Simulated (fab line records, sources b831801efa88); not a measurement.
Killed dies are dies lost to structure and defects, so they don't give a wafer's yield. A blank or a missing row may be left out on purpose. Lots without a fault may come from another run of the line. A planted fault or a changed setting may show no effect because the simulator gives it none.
Problem report in the 8D (eight disciplines) form, filled by code | flow sky130 | the parts of the form that need people (team, actions taken, sign-off) are left out

1. THE PROBLEM
VT_ADJUST_HVTP_TW at SKY_VT_ADJUST_HVTP_TW_MEAS_11 reads a mean of 30 on 9 wafers of 3 lots; wafers without a fault read 1356 with a standard deviation of 7. That is -99 or more standard deviations from the usual mean.
First seen on wafer L226.1, day 11 08:49, on film_metro-04. The record holds 45 wafers of 15 lots with a number at this step. Rule for "out", or "out of limits": more than 4 standard deviations from the usual mean. The other wafers with a number count as sound.

2. WHAT IT IS AND WHAT IT IS NOT
question                    | is                           | is not
which readings at this step | VT_ADJUST_HVTP_TW            | -
which lots                  | L226, L227, L228             | L207, L208, L210, L211, L212, L213, L214, L216, L218, L219, L220, L224
which wafers of those lots  | all that have a number       | -
read on which gauges        | film_metro-03, film_metro-04 | film_metro-02
when                        | from day 11 08:49            | up to then (36 sound wafers)

3. SUSPECTS, AND WHAT RULES EACH OUT
Counting: a tool at a process step up to the reading stays a suspect if it ran every lot that is out and no sound lot after the first of them.
- the gauge at SKY_VT_ADJUST_HVTP_TW_MEAS_11: ruled out. The wafers that are out were read on 2 gauges (film_metro-03, film_metro-04).
- plasma_asher-03 at SKY_NWELL_STRIP_25 (strips in O2/N2): kept. It ran every lot that is out, first L226 (day 10 09:51), and no sound lot after that; its last sound lot up to then is L224 (day 9 18:54).
Left after counting: plasma_asher-03 at SKY_NWELL_STRIP_25.

4. THE CAUSE (what the simulator had put in)
Skipped step whole: plasma_asher-03, from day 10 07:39 on, at SKY_NWELL_STRIP_25. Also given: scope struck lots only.
Counting left only this tool.

5. THE CHAIN OF EFFECTS, in route order
Each row: a reading whose mean over the struck wafers that have a number lies more than 3 standard deviations from the usual. Only readings for which the record gives a usual standard deviation are gone through. hours: the time from each lot's start at the first step in this table that gives one to its start at this step, as a median over the lots. sigmas: the change in usual standard deviations.
hours | step                          | reading                  | usual      | on struck wafers | change | sigmas
0     | SKY_VT_ADJUST_HVTP_STRIP_10   | oes_product_au           | 0.716 a.u. | 0.730            | +0.014 | +3.1
0     | SKY_VT_ADJUST_HVTP_STRIP_10   | strip_time_to_endpoint_s | 14.16 s    | 58.61            | +44.45 | +99 or more
0     | SKY_VT_ADJUST_HVTP_TW_MEAS_11 | VT_ADJUST_HVTP_TW        | 1356       | 30               | -1326  | -99 or more
The process steps in it:
- SKY_VT_ADJUST_HVTP_STRIP_10: strips in O2/N2.
Readings that are blank on the struck wafers while sound wafers have them: chamber_pressure_mTorr at SKY_NWELL_STRIP_25; drypump_motor_current_A at SKY_NWELL_STRIP_25; o2_flow_sccm at SKY_NWELL_STRIP_25; oes_product_au at SKY_NWELL_STRIP_25; strip_time_to_endpoint_s at SKY_NWELL_STRIP_25.

6. WHAT WOULD HAVE CAUGHT IT SOONER
In this record the first reading out of limits at a measuring or inspecting step was taken at day 11 08:49, 25 hours after the fault began at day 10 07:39.
At SKY_NWELL_STRIP_25 the tool's readings are blank on the struck wafers, where sound wafers have them: an empty tool record is the first sign, and it was there at once.
All the lots that are out (3) had begun SKY_NWELL_STRIP_25 on plasma_asher-03 by day 11 08:49. A hold on the tool at that time would have spared none of them.
